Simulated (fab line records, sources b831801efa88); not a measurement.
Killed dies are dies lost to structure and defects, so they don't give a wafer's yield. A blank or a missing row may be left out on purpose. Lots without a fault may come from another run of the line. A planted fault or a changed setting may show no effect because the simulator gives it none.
fab line records | flow sky130
record lots=5 wafers=15 last_day=49
route steps=708 shown SD_P@359 RES_XHIGH@360 SALICIDE@361 LI_CONTACT@362 PAD_OPEN@708
lots that met no fault: from a run of the same line without faults
start_h: hours from the record's first day to the start of the lot's first wafer shown | wait_h: hours since the lot's step before | " the same as in the row above | L1.1+2: a row that stands for several wafers | - no value, or no start given | * or withheld: withheld | < > ~ a bound
route shown NAME@n: a module of which the file shows steps, and the number in the route of the first | usual: mean/standard deviation of fault-free wafers | same: alike in all rows | chamber/n: place in a boat | sites: the reading at each site | _std_site: their standard deviation | _edge_site: outer sites' mean less inner sites' | radius_mm: how far each site lies from the wafer's centre | mask NAME#n: copy n | behind: the tool/chamber that last shaped the wafer | hold: why the lot was held/for how many hours/how that ended | device: the transistor (n, p or np) that didn't switch | end of line: the same wafers' tests at the end of the route | a step without rows: its recipe alone | killed: dies lost to structure and defects at the first sort, not the wafer's yield | map: a wafer's dies, x killed, . not, _ none there
set.NAME: the setting as run; set.NAME@STEP: as run at that earlier step | model.NAME: the simulator's own value behind a step, which no gauge read
lots at some steps of the route; a table a step, a row a wafer
services: from which hour (start_h, from the record's first day; less than 0 if before it) a tool's chamber was out of use, for how many hours, and why
## steps
# step SKY_SD_N_RS_MEAS_17
# recipe thk_meas_gauge=four-point-probe
# usual SD_P_RS=147.1/0.39
# columns lot.wafer tool chamber start_h wait_h SD_P_RS[ohm/sq]
L424.4 film_metro-01 - 681.13 0.1 147.6
L424.5 " - " " 147.5
L424.6 " - " " 147.8
L427.3 film_metro-04 - 688.92 0.1 147.4
L427.4 " - " " 147.0
L427.5 " - " " 146.6
L428.1 film_metro-03 - 690.46 0.1 147.4
L428.2 " - " " 147.0
L428.3 " - " " 147.1
L432.1 film_metro-04 - 722.86 0.1 147.5
L432.2 " - " " 146.8
L432.6 " - " " 146.8
L438.1 film_metro-04 - 769.01 0.1 146.7
L438.2 " - " " 146.9
L438.5 " - " " 147.1
# step SKY_SD_N_RS_MEAS_18
# recipe thk_meas_gauge=four-point-probe
# usual RES_XHIGH_RS=333.3/1.2
# columns lot.wafer tool chamber start_h wait_h RES_XHIGH_RS[ohm/sq]
L424.4 film_metro-01 - 681.25 0.1 333.0
L424.5 " - " " 331.7
L424.6 " - " " 332.0
L427.3 film_metro-04 - 689.04 0.1 331.2
L427.4 " - " " 332.3
L427.5 " - " " 331.6
L428.1 film_metro-03 - 690.58 0.1 333.5
L428.2 " - " " 333.9
L428.3 " - " " 333.1
L432.1 film_metro-04 - 722.98 0.1 332.3
L432.2 " - " " 332.1
L432.6 " - " " 332.2
L438.1 film_metro-04 - 769.13 0.1 335.6
L438.2 " - " " 336.4
L438.5 " - " " 336.0
# step SKY_SALICIDE_CLEAN_00
# recipe chemistry=HF-last time_s=30 dilution=100:1 dry=ipa_marangoni
# step SKY_LI_CONTACT_HDPCVD_00
# recipe material=PSG target_thk_nm=930 sigma_open_frac=0.3 time_s=155 temp_c=600 sih4_flow_sccm=60 pressure_mtorr=6
# step SKY_LI_CONTACT_THK_MEAS_01
# recipe reads=PSG_of_LI_CONTACT_HDPCVD_00
# usual LI_CONTACT_HDPCVD_THK=931/9.5
# columns lot.wafer tool chamber start_h wait_h LI_CONTACT_HDPCVD_THK[nm]
L424.4 film_metro-04 - 681.46 0.0 942
L424.5 " - " " 950
L424.6 " - " " 952
L427.3 film_metro-03 - 689.26 0.1 925
L427.4 " - " " 941
L427.5 " - " " 940
L428.1 film_metro-01 - 690.82 0.1 925
L428.2 " - " " 926
L428.3 " - " " 932
L432.1 film_metro-03 - 723.22 0.1 928
L432.2 " - " " 928
L432.6 " - " " 928
L438.1 film_metro-01 - 769.37 0.1 917
L438.2 " - " " 921
L438.5 " - " " 928
# step SKY_LI_CONTACT_CMP_02
# recipe material=PSG down_force_psi=4 platen_rpm=60 pad_velocity_m_s=0.94248
# usual motor_current_A=12.1/1.4 time_to_endpoint_s=32.8/2.4
# columns lot.wafer tool chamber start_h wait_h motor_current_A time_to_endpoint_s
L424.4 cmp-01 1 681.89 0.4 12.2 30.5
L424.6 " 2 " " 12.4 32.6
L424.5 " 3 " " 10.2 30.4
L427.4 cmp-01 3 689.35 0.1 9.6 34.3
L427.3 " 1 " " 12.4 28.3
L427.5 " 2 " " 12.4 34.5
L428.1 cmp-02 1 690.88 0.1 12.5 32.3
L428.3 " 2 " " 11.6 32.2
L428.2 " 3 " " 12.9 35.0
L432.2 cmp-02 3 723.28 0.0 13.3 32.4
L432.1 " 1 " " 13.6 29.2
L432.6 " 0 " " 10.0 33.7
L438.1 cmp-02 1 769.43 0.1 13.9 33.1
L438.2 " 3 " " 12.8 38.7
L438.5 " 2 " " 12.0 35.2
# step SKY_LI_CONTACT_BOW_MEAS_03
# recipe mode=bow
# usual LI_CONTACT_BOW=57/6.3
# columns lot.wafer tool chamber start_h wait_h LI_CONTACT_BOW[um]
L424.4 film_metro-03 - 682.10 0.2 52
L424.5 " - " " 56
L424.6 " - " " 52
L427.3 film_metro-04 - 689.64 0.1 65
L427.4 " - " " 61
L427.5 " - " " 52
L428.1 film_metro-01 - 691.18 0.2 61
L428.2 " - " " 55
L428.3 " - " " 43
L432.1 film_metro-03 - 723.58 0.1 57
L432.2 " - " " 58
L432.6 " - " " 65
L438.1 film_metro-04 - 769.73 0.2 58
L438.2 " - " " 47
L438.5 " - " " 55
# step SKY_LI_CONTACT_DEHYDRATE_04
# recipe temp_c=200 time_s=60
# step SKY_LI_CONTACT_HMDS_05
# recipe prime_time_s=60 prime_temp_c=120
# step SKY_LI_CONTACT_COAT_06
# recipe resist=BARC temp_c=withheld time_s=withheld spin_rpm=3000 resist_thk_nm=60
# step SKY_LI_CONTACT_COAT_07
# recipe resist=KrF-thick spin_rpm=3000 resist_thk_nm=450
# step SKY_LI_CONTACT_SOFTBAKE_08
# recipe temp_c=100 time_s=90 resist=KrF-thick
# step SKY_LI_CONTACT_EXPOSE_09
# recipe mask_id=LICM1 na=0.8 source_shape=annular sigma_inner=0.55 sigma_outer=0.85 target_cd_nm=170 dose_mj=38
# usual focus_offset_nm=0.0/0.55
# columns lot.wafer tool chamber start_h wait_h mask focus_offset_nm
L424.4 krf_scanner-02 0 695.51 - LICM1#0 0.1
L424.5 " 0 " " LICM1#0 1.5
L424.6 " 0 " " LICM1#0 0.3
L427.3 krf_scanner-02 0 704.16 - LICM1#0 -0.1
L427.4 " 0 " " LICM1#0 -0.5
L427.5 " 0 " " LICM1#0 -0.4
L428.1 krf_scanner-02 0 705.82 - LICM1_R1#0 -0.2
L428.2 " 0 " " LICM1_R1#0 0.4
L428.3 " 0 " " LICM1_R1#0 -0.4
L432.1 krf_scanner-01 0 738.18 - LICM1#0 -0.1
L432.2 " 0 " " LICM1#0 0.2
L432.6 " 0 " " LICM1#0 0.2
L438.1 krf_scanner-01 0 783.34 - LICM1#0 0.0
L438.2 " 0 " " LICM1#0 -0.2
L438.5 " 0 " " LICM1#0 1.2
# step SKY_LI_CONTACT_PEB_10
# recipe peb_temp_c=withheld peb_time_s=withheld resist=KrF-thick
# step SKY_LI_CONTACT_DEVELOP_11
# recipe develop_time_s=60 resist=KrF-thick dev_temp_c=21
# step SKY_LI_CONTACT_CD_MEAS_12
# recipe target_cd_nm=170
# usual cd_nm=169.8/1.6
# columns lot.wafer tool chamber start_h wait_h hold cd_nm
L424.4 cd_sem-01 - 710.00 - - 168.9
L424.5 " - " " - 168.2
L424.6 " - " " - 168.9
L427.3 cd_sem-01 - 717.83 - - 170.1
L427.4 " - " " - 170.5
L427.5 " - " " - 170.0
L428.1 cd_sem-01 - 719.15 - await_dispo/0.2h/release 150.1
L428.2 " - " " await_dispo/0.2h/release 148.7
L428.3 " - " " await_dispo/0.2h/release 151.3
L428.1 cd_sem-01 - 719.50 0.3 - 150.1
L428.2 " - " " - 148.5
L428.3 " - " " - 151.5
L432.1 cd_sem-02 - 751.24 - - 168.3
L432.2 " - " " - 170.5
L432.6 " - " " - 169.0
L438.1 cd_sem-02 - 796.60 - - 169.9
L438.2 " - " " - 169.8
L438.5 " - " " - 170.2
# step SKY_LI_CONTACT_OVL_MEAS_13
# usual LI_CONTACT_OVL=2/5.1
# columns lot.wafer tool chamber start_h wait_h hold LI_CONTACT_OVL[nm]
L424.4 overlay-01 - 710.08 0.1 - -7
L424.5 " - " " - -2
L424.6 " - " " - 0
L427.3 overlay-02 - 717.92 0.1 - -6
L427.4 " - " " - -3
L427.5 " - " " - -4
L428.1 overlay-02 - 720.83 1.3 await_dispo/1.2h/release 2
L428.2 " - " " await_dispo/1.2h/release 8
L428.3 " - " " await_dispo/1.2h/release 3
L432.1 overlay-02 - 751.36 0.1 - -8
L432.2 " - " " - -10
L432.6 " - " " - -7
L438.1 overlay-02 - 796.72 0.1 - -4
L438.2 " - " " - -6
L438.5 " - " " - -1
# step SKY_LI_CONTACT_ETCH_14
# recipe chemistry=N2/H2 target=BARC ion_energy_ev=200 source_w=500 bias_w=100 pressure_mtorr=30 n2_flow_sccm=100 h2_flow_sccm=200 stop_on=SiO2 time_s=45.9 target_depth_a=600
# usual drypump_motor_current_A=5.9/0.45 h2_flow_sccm=200.0/0.6 n2_flow_sccm=99.99/0.28 oes_product_au=0.854/0.0047 throttle_valve_pct=13.224/0.0088
# columns lot.wafer tool chamber start_h wait_h drypump_motor_current_A h2_flow_sccm n2_flow_sccm oes_product_au rf_hours_counter_h throttle_valve_pct model.LI_CONTACT.cd_nm
L424.4 rie_diel-04 1 710.10 0.0 6.1 200.5 100.39 0.853 12 13.217 168.8
L424.5 " 0 " " 5.6 200.2 100.01 0.854 - 13.232 168.1
L424.6 " 3 " " 5.3 199.5 99.93 0.849 - 13.238 167.3
L427.3 rie_diel-03 0 717.95 0.0 6.0 200.8 99.87 0.852 8 13.226 171
L427.4 " 1 " " 5.9 200.2 99.60 0.856 36 13.232 171
L427.5 " 3 " " 5.7 201.1 99.73 0.857 - 13.222 170.6
L428.1 rie_diel-03 0 720.86 0.0 6.0 199.8 99.46 0.854 8 13.214 151.3
L428.2 " 2 " " 6.6 200.6 99.88 0.850 11 13.222 149.9
L428.3 " 1 " " 5.9 199.7 100.67 0.856 36 13.238 151.7
L432.1 rie_diel-04 3 751.40 0.0 5.3 199.6 100.05 0.859 14 13.227 167.7
L432.2 " 0 " " 5.6 199.3 100.22 0.855 8 13.234 170.9
L432.6 " 0 " " 5.6 200.2 99.93 0.846 - 13.218 169.3
L438.1 rie_diel-01 3 796.76 0.0 5.5 199.1 100.11 0.851 19 13.227 168.9
L438.2 " 2 " " 6.5 199.5 99.98 0.857 9 13.218 169.6
L438.5 " 1 " " 6.7 200.1 100.20 0.860 - 13.216 170.9
# step SKY_LI_CONTACT_ETCH_15
# recipe target=PSG chemistry=C4F8/O2/Ar stop_on=Si taper_deg=4.15 mask_material=KrF-thick source_w=1500 bias_w=1200 pressure_mtorr=40 c4f8_flow_sccm=withheld O2_flow_sccm=6 Ar_flow_sccm=300 time_s=withheld target_depth_a=6000
# usual oes_product_au=0.837/0.0048
# columns lot.wafer tool chamber start_h wait_h oes_product_au model.LI_CONTACT.cd_nm
L424.4 rie_diel-04 1 710.14 0.0 0.842 169.1
L424.5 " 0 " " 0.835 168.6
L424.6 " 3 " " 0.834 167.6
L427.3 rie_diel-03 0 717.99 0.0 0.837 170.9
L427.4 " 1 " " 0.832 171.4
L427.5 " 3 " " 0.838 170.5
L428.1 rie_diel-03 0 720.91 0.0 0.827 150.9
L428.2 " 2 " " 0.840 150.3
L428.3 " 1 " " 0.836 151.6
L432.1 rie_diel-04 3 751.44 0.0 0.841 167.8
L432.2 " 0 " " 0.838 171.9
L432.6 " 0 " " 0.835 170.1
L438.1 rie_diel-01 3 796.80 0.0 0.833 168.9
L438.2 " 2 " " 0.842 169.8
L438.5 " 1 " " 0.839 170.8
# step SKY_LI_CONTACT_STRIP_16
# recipe chemistry=O2/N2 power_w=1400 pressure_mtorr=1500 platen_temp_c=withheld o2_flow_sccm=3000 n2_flow_sccm=300 overash_fraction=0.5
# usual drypump_motor_current_A=5.7/0.31 n2_flow_sccm=300.1/0.76 oes_product_au=0.376/0.0051 strip_time_to_endpoint_s=3.49/0.033
# same overash_fraction=0.5
# columns lot.wafer tool chamber start_h wait_h drypump_motor_current_A n2_flow_sccm oes_product_au rf_hours_counter_h strip_time_to_endpoint_s
L424.4 plasma_asher-02 0 710.26 - 5.5 299.3 0.383 - 3.48
L424.5 " 0 " " 5.5 299.6 0.382 - 3.48
L424.6 " 1 " " 5.4 300.3 0.373 - 3.47
L427.3 plasma_asher-04 0 718.11 - 5.6 299.9 0.376 - 3.53
L427.4 " 1 " " 5.9 300.3 0.372 - 3.50
L427.5 " 1 " " 5.9 299.5 0.376 - 3.48
L428.1 plasma_asher-02 1 720.99 - 5.4 300.9 0.381 27 3.47
L428.2 " 0 " " 5.5 300.2 0.371 27 3.48
L428.3 " 0 " " 5.5 299.8 0.370 - 3.47
L432.1 plasma_asher-04 1 751.53 - 5.9 300.1 0.370 95 3.43
L432.2 " 0 " " 5.6 300.5 0.375 95 3.54
L432.6 " 0 " " 5.6 301.2 0.376 - 3.48
L438.1 plasma_asher-01 1 796.89 - 6.3 298.8 0.378 65 3.43
L438.2 " 0 " " 5.8 300.7 0.376 65 3.47
L438.5 " 1 " " 6.3 299.8 0.367 - 3.46
# step SKY_PAD_OPEN_PROBE_99
# usual killed_at_M0_to_M3=44/7.1 killed_at_M4_up=3.0/1.9 killed_at_contacts=25/5.6 killed_at_front_end=14/4.1 killed_at_other=0.2/0.44 killed_dies=86/9.1 killed_open=47/7.4 killed_short=39/5.7
# same gross_dies=492 killed_at_back_side=0
# columns lot.wafer tool chamber start_h wait_h killed_at_M0_to_M3 killed_at_M4_up killed_at_contacts killed_at_front_end killed_at_other killed_dies killed_open killed_short model.etest.licon_pdiff.rc_ohm model.etest.pfet_g5v0d10v5.r_on_ohm_um model.etest.pfet_01v8.r_on_ohm_um model.etest.licon_high_po.rc_ohm model.etest.nfet_g5v0d10v5.r_on_ohm_um model.etest.licon_ndiff.rc_ohm model.etest.nfet_01v8.r_on_ohm_um model.etest.sonos_uncharged.r_on_ohm_um
L424.4 prober-02 - 1095.72 0.2 36 4 37 23 0 100 55 45 602.3 4775 2976 348.3 1880 186.6 875.3 817.8
L424.5 prober-02 - 1095.77 0.2 39 1 27 12 0 79 48 31 593.1 4755 2910 363.2 1864 179 837.2 813.4
L424.6 prober-02 - 1095.82 0.2 45 6 29 15 0 95 59 36 599.7 4795 2924 372.9 1876 183.9 865.7 820.5
L427.3 prober-02 - 1102.09 0.2 41 3 19 14 0 77 37 40 576.5 4661 2865 341.8 1868 187 835 796.3
L427.4 prober-02 - 1102.14 0.2 40 1 19 11 0 71 45 26 577.2 4732 2878 352.9 1871 183.7 850.5 783.9
L427.5 prober-02 - 1102.19 0.2 40 1 30 11 0 82 43 39 582.5 4708 2864 338.9 1891 178.2 840.4 797.9
L428.1 prober-02 - 1103.59 0.1 46 2 34 9 1 92 46 37 733.6 4712 3033 392.8 1883 218.2 864.6 846.2
L428.2 prober-02 - 1103.64 0.1 35 7 34 12 0 88 41 36 688.6 4765 2973 412.6 1890 221.7 846 825
L428.3 prober-02 - 1103.69 0.2 40 5 37 14 0 96 51 36 687.9 4743 2893 422.4 1891 212.9 818.2 819.7
L432.1 prober-01 - 1127.11 0.1 29 4 32 10 0 75 50 25 599.5 4770 2879 356.9 1870 183.4 827.1 791
L432.2 prober-01 - 1127.16 0.1 39 7 20 22 1 89 50 39 576.5 4687 2859 360.9 1863 188.5 822.7 794.1
L432.6 prober-01 - 1127.36 0.2 45 3 29 16 0 93 46 43 591 4784 2909 361 1871 184.1 841.4 812.6
L438.1 prober-01 - 1164.18 0.1 52 6 17 8 1 84 42 42 593.6 4778 2864 353.2 1874 185.2 835.6 818.3
L438.2 prober-01 - 1164.23 0.1 57 0 16 8 0 81 38 43 588.6 4765 2868 345.3 1852 181.3 827.8 808.9
L438.5 prober-01 - 1164.38 0.2 46 6 32 16 0 100 66 34 565.9 4770 2862 348.2 1864 181.8 814.4 812.6
# killed by level:class
L424.4 LI_CONTACT:geometric_particle:open=16 VIA1:geometric_particle:open=12 POLY_GATE:geometric_particle:short=9 FIELD_ISO:geometric_particle:open=7 LOCAL_INTERCONNECT:geometric_particle:short=7 CONTACT:geometric_particle:open=7 CONTACT:geometric_particle:short=5 FIELD_ISO:geometric_particle:short=4
L424.5 CONTACT:geometric_particle:open=9 VIA2:geometric_particle:open=8 LI_CONTACT:geometric_particle:open=6 LOCAL_INTERCONNECT:geometric_particle:short=6 VIA3:geometric_particle:open=6 VIA1:geometric_particle:open=5 VIA2:geometric_particle:short=5 CONTACT:geometric_particle:short=4
L424.6 CONTACT:geometric_particle:open=11 VIA1:geometric_particle:open=10 VIA3:geometric_particle:open=9 LI_CONTACT:geometric_particle:open=9 VIA2:geometric_particle:open=8 VIA1:geometric_particle:short=6 METAL4:geometric_particle:short=6 FIELD_ISO:geometric_particle:open=5
L427.3 VIA1:geometric_particle:open=8 LOCAL_INTERCONNECT:geometric_particle:short=6 CONTACT:geometric_particle:open=6 VIA1:geometric_particle:short=6 VIA2:geometric_particle:short=6 POLY_GATE:geometric_particle:open=5 CONTACT:geometric_particle:short=5 METAL2:geometric_particle:short=5
L427.4 VIA1:geometric_particle:open=11 CONTACT:geometric_particle:open=11 METAL1:geometric_particle:short=6 VIA3:geometric_particle:open=6 FIELD_ISO:geometric_particle:open=3 POLY_GATE:geometric_particle:short=3 LOCAL_INTERCONNECT:geometric_particle:short=3 VIA2:geometric_particle:open=3
L427.5 CONTACT:geometric_particle:open=11 VIA3:geometric_particle:short=6 LI_CONTACT:geometric_particle:open=6 VIA3:geometric_particle:open=6 VIA1:geometric_particle:open=6 POLY_GATE:geometric_particle:short=5 LI_CONTACT:geometric_particle:short=4 LOCAL_INTERCONNECT:geometric_particle:short=4
L428.1 LI_CONTACT:geometric_particle:open=10 VIA1:geometric_particle:open=9 LI_CONTACT:area_expose=9 VIA2:geometric_particle:open=8 CONTACT:geometric_particle:open=5 METAL2:geometric_particle:short=5 LOCAL_INTERCONNECT:geometric_particle:short=4 METAL3:geometric_particle:short=4
L428.2 LI_CONTACT:area_expose=11 CONTACT:geometric_particle:open=9 VIA1:geometric_particle:open=8 LI_CONTACT:geometric_particle:open=7 METAL1:geometric_particle:short=7 METAL4:geometric_particle:short=6 VIA2:geometric_particle:open=5 VIA3:geometric_particle:open=5
L428.3 VIA1:geometric_particle:open=13 LI_CONTACT:geometric_particle:open=11 LI_CONTACT:area_expose=9 CONTACT:geometric_particle:open=8 VIA3:geometric_particle:short=6 VIA3:geometric_particle:open=5 FIELD_ISO:geometric_particle:short=4 POLY_GATE:geometric_particle:open=4
L432.1 CONTACT:geometric_particle:open=14 VIA1:geometric_particle:open=10 LI_CONTACT:geometric_particle:open=9 LOCAL_INTERCONNECT:geometric_particle:short=4 VIA2:geometric_particle:open=4 FIELD_ISO:geometric_particle:short=3 FIELD_ISO:geometric_particle:open=3 CONTACT:geometric_particle:short=3
L432.2 VIA1:geometric_particle:open=10 CONTACT:geometric_particle:open=9 VIA3:geometric_particle:open=9 FIELD_ISO:geometric_particle:open=6 CONTACT:geometric_particle:short=6 FIELD_ISO:geometric_particle:short=5 METAL4:geometric_particle:short=5 POLY_GATE:geometric_particle:short=4
L432.6 CONTACT:geometric_particle:open=8 METAL1:geometric_particle:short=8 VIA3:geometric_particle:open=8 VIA1:geometric_particle:open=8 LOCAL_INTERCONNECT:geometric_particle:short=7 VIA2:geometric_particle:open=7 CONTACT:geometric_particle:short=6 POLY_GATE:geometric_particle:open=4
L438.1 CONTACT:geometric_particle:open=11 METAL1:geometric_particle:short=8 VIA1:geometric_particle:open=8 VIA3:geometric_particle:open=7 VIA2:geometric_particle:open=6 VIA3:geometric_particle:short=6 METAL4:geometric_particle:short=5 CONTACT:geometric_particle:short=4
L438.2 VIA1:geometric_particle:open=11 VIA3:geometric_particle:open=9 VIA3:geometric_particle:short=8 METAL1:geometric_particle:short=7 VIA1:geometric_particle:short=6 CONTACT:geometric_particle:short=5 CONTACT:geometric_particle:open=5 METAL2:geometric_particle:short=4
L438.5 CONTACT:geometric_particle:open=15 VIA1:geometric_particle:open=11 VIA3:geometric_particle:open=9 LI_CONTACT:geometric_particle:open=8 VIA2:geometric_particle:open=7 FIELD_ISO:geometric_particle:short=6 FIELD_ISO:geometric_particle:open=5 METAL4:geometric_particle:short=5
## services
# columns tool chamber start_h hours kind
krf_scanner-02 - 662.43 0.3 repair
krf_scanner-02 - 677.98 0.5 repair
krf_scanner-01 - 678.46 4.4 pm
krf_scanner-01 - 682.84 4.0 pm
cmp-01 - 683.75 1.0 repair
rie_diel-04 1 685.06 8.2 repair
plasma_asher-02 - 686.95 14.6 pm
krf_scanner-01 - 692.37 0.6 repair
rie_diel-01 3 695.37 4.6 repair
plasma_asher-04 - 708.24 2.8 pm
krf_scanner-01 - 709.51 1.0 pm
plasma_asher-02 - 710.38 5.9 repair
rie_diel-04 0 710.63 5.5 repair
krf_scanner-02 - 717.59 1.4 repair
krf_scanner-02 - 719.44 1.3 pm
cmp-02 - 720.89 0.9 repair
cmp-01 - 724.00 9.1 pm
cmp-02 - 744.34 4.0 pm
krf_scanner-02 - 744.36 0.8 pm
krf_scanner-02 - 757.04 66.6 repair
krf_scanner-02 - 773.41 0.4 repair
cmp-02 - 783.56 4.6 pm
cmp-02 - 788.29 11.5 pm
rie_diel-04 3 794.43 4.7 repair
## key
first_sign step=SKY_LI_CONTACT_EXPOSE_09 reading=mask direction=changed
effect step=SKY_LI_CONTACT_CD_MEAS_12 reading=visit direction=added
effect step=SKY_LI_CONTACT_CD_MEAS_12 reading=cd_nm direction=down sigmas=12 usual=169.8 struck=150.0
model_effect step=SKY_LI_CONTACT_ETCH_14 value=LI_CONTACT.cd_nm without=170.9 struck=151
model_effect step=SKY_LI_CONTACT_ETCH_15 value=LI_CONTACT.cd_nm without=170.9 struck=150.9
model_effect step=SKY_PAD_OPEN_PROBE_99 value=etest.licon_pdiff.rc_ohm without=578.6 struck=703.4
met_at SKY_LI_CONTACT_EXPOSE_09
struck_wafers L428.1,L428.2,L428.3
tester_left_out L428
onset_between 704.16 705.82
fault kind=wrong_mask tool=any chamber=- onset_h=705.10 steps=SKY_LI_CONTACT_EXPOSE_09 aux_copy=LICM1_R1#0 cd_offset_nm=-20 scope=struck_lots_only
# tester_left_out: of these lots the tester's yield and bins aren't shown, on N5 and GAA mostly nor the transistor test; their killed dies are dies lost to structure and defects alone, not to doping, threshold or leakage, so they don't give the yield
